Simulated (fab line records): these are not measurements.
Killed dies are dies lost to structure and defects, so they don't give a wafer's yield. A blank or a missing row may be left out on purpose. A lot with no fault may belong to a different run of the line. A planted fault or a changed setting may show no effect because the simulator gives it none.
A struck lot beside a sound one / flow sfqLine / 14 steps out of a route of 325
Sound: the wafers L325.1, L325.5, L325.6. Struck: wafer L329.1 (left out: L329.2, L329.5 of the same lot, which were not struck); the cause appears at the end.
Order at every step that has rows: each side's tool, ch and its chambers, its first start. Under that, the readings that differ: sound wafers / struck wafers / difference of the means / sigmas: that difference in standard deviations of wafers without a fault.
alike: a reading whose means differ by less than 2 such deviations, as well as words and numbers matching on both sides. not compared: withheld readings; readings where some wafer has no value; bounds like >300 that might hide an equal value; numbers whose values overlap and for which the record gives no deviation.
Wherever a step has rows on one side only, a row that says differs or no value, or a row with sigmas, the two part there. When numbers do not overlap yet have no deviation, they are printed without sigmas and do not part them. Lack of a reading on every wafer of one side parts them only where that side has two or more wafers.

first, 6 steps without rows for these wafers: SFQ_TRILAYER_M2_LITHO_COAT_062 (resist thk 62 nm); SFQ_TRILAYER_M2_LITHO_COAT_057 (resist thk 600 nm); SFQ_TRILAYER_M2_LITHO_SOFTBAKE_061; SFQ_TRILAYER_M2_LITHO_EXPOSE_058 (exposes mask M2, target cd 500 nm); SFQ_TRILAYER_M2_LITHO_PEB_060 (peb time 60 s); SFQ_TRILAYER_M2_LITHO_DEVELOP_059 (time 60 s).
SFQ_M2_OVL_MEAS_916:
  sound: overlay-02 at day 34 03:32; struck: overlay-02 at day 35 04:44
  alike: M2_OVL
SFQ_TRILAYER_M2_BARC_OPEN_METAL_ETCH_077: etches BARC in O2, target depth 125 nm, time 41.7 s.
  sound on rieMetal-04 ch 0,1, day 34 03:34; struck on rieMetal-04 ch 1, day 35 04:46
  alike: drypumpMotorCurrentA, oesProductAu
  not compared: rfHoursCounterH
SFQ_TRILAYER_M2_ETCH_METAL_ETCH_060: etches Nb in Cl2/Ar, stops on SiO2, target depth 240 nm, time 120 s.
  sound on rieMetal-04 ch 0,1, day 34 03:37; struck on rieMetal-04 ch 1, day 35 04:49
  alike: drypumpMotorCurrentA, oesProductAu
  not compared: rfHoursCounterH
SFQ_TRILAYER_M2_STRIP_STRIP_061: strips in O2.
  sound on rieMetal-04 ch 0,1, day 34 03:45; struck on rieMetal-04 ch 1, day 35 04:57
  alike: drypumpMotorCurrentA, oesProductAu
  not compared: rfHoursCounterH
then, 1 step without rows for these wafers: SFQ_TRILAYER_M2_STRIP_SOLV_CLEAN_062 (cleans in NMP, time 600 s).
SFQ_TRILAYER_I2_DEP_PECVD_063: deposits SiO2 from SiH4/N2O, time 111.11 s, target thk 500 nm.
  sound on pecvd-01 ch 0,1,2, day 34 04:31; struck on pecvd-01 ch 2, day 35 05:43
  alike: heaterPowerW, throttleValvePct
SFQ_TRILAYER_I2_CMP_CMP_064: polishes SiO2.
  sound on cmp-02 ch 1,2,3, day 34 05:36; struck on cmp-02 ch 1, day 35 08:40
reading=headPressurePsi (psi); sound=3.003 3.010 3.001; struck=2.838; difference=-0.167; sigmas=-26
reading=timeToEndpointS (s); sound=201 219 208; struck=234; difference=+25; sigmas=+3
  alike: motorCurrentA, retainingRingPressureFrac
SFQ_I2_BOW_MEAS_917:
  sound: filmMetro-02 at day 34 07:36; struck: filmMetro-04 at day 35 10:10
  alike: I2_BOW

== WHERE THEY PART ==
At SFQ_TRILAYER_I2_CMP_CMP_064 and nowhere else, as far as this record goes. Later steps at which nothing parts them and some readings are alike: SFQ_I2_BOW_MEAS_917.

WHY: whatever the simulator had introduced
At SFQ_TRILAYER_I2_CMP_CMP_064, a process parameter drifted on cmp-02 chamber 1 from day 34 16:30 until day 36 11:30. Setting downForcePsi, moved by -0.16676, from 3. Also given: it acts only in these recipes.
